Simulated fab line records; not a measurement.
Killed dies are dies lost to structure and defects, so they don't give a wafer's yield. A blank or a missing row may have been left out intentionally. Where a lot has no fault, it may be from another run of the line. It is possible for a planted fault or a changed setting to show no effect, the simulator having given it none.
Matching of chambers | flow sky130 | hdpcvd-01 running SKY_VIA3_HDPCVD_00: 3 sister chambers
The step deposits SiO2, target thk 1635 nm, time 272.5 s. 6 wafers are shown with their chamber, then 7 later ones without.

## EACH WAFER AND ITS CHAMBER
wafer  | chamber | sih4_flow_sccm (sccm)
L646.4 | 2       | 59.91
L647.6 | 0       | 60.03
L648.3 | 1       | 60.11
L648.4 | 0       | 60.22
L648.6 | 1       | 59.86
L649.1 | 2       | 59.62

## WAFERS WITHOUT THEIR CHAMBER
wafer  | sih4_flow_sccm (sccm)
L649.2 | 59.80
L649.3 | 60.06
L654.1 | 60.23
L654.2 | 60.00
L654.5 | 59.97
L655.3 | 60.15
L655.5 | 59.90

## THE CHAMBER EACH PASSED THROUGH
wafer  | from the rows above          | in truth
L649.2 | can't be placed: 2 or 1 or 0 | 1
L649.3 | can't be placed: 0 or 1 or 2 | 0
L654.1 | can't be placed: 0 or 1      | 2
L654.2 | can't be placed: 1 or 0 or 2 | 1
L654.5 | can't be placed: 1 or 0 or 2 | 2
L655.3 | can't be placed: 0 or 1      | 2
L655.5 | can't be placed: 1 or 2 or 0 | 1
Placed correctly: 0 of 7. Cannot be placed on the basis of these rows: 7; the candidates contain the true chamber in 5. Wrongly placed: 0.
How it was worked out, from the rows above alone: a wafer's distance from a chamber is the root of the sum, over the readings, of the square of ((its reading less the chamber's mean) divided by the reading's scatter). If the next closest chamber is less than 2 further off than the closest, the wafer can't be placed; otherwise it belongs to the closest. For every chamber, the mean is computed from those of its wafers that are shown. The scatter: the root of (the sum of the squares of (reading less its chamber's mean) over the shown wafers, divided by (wafers less chambers)).
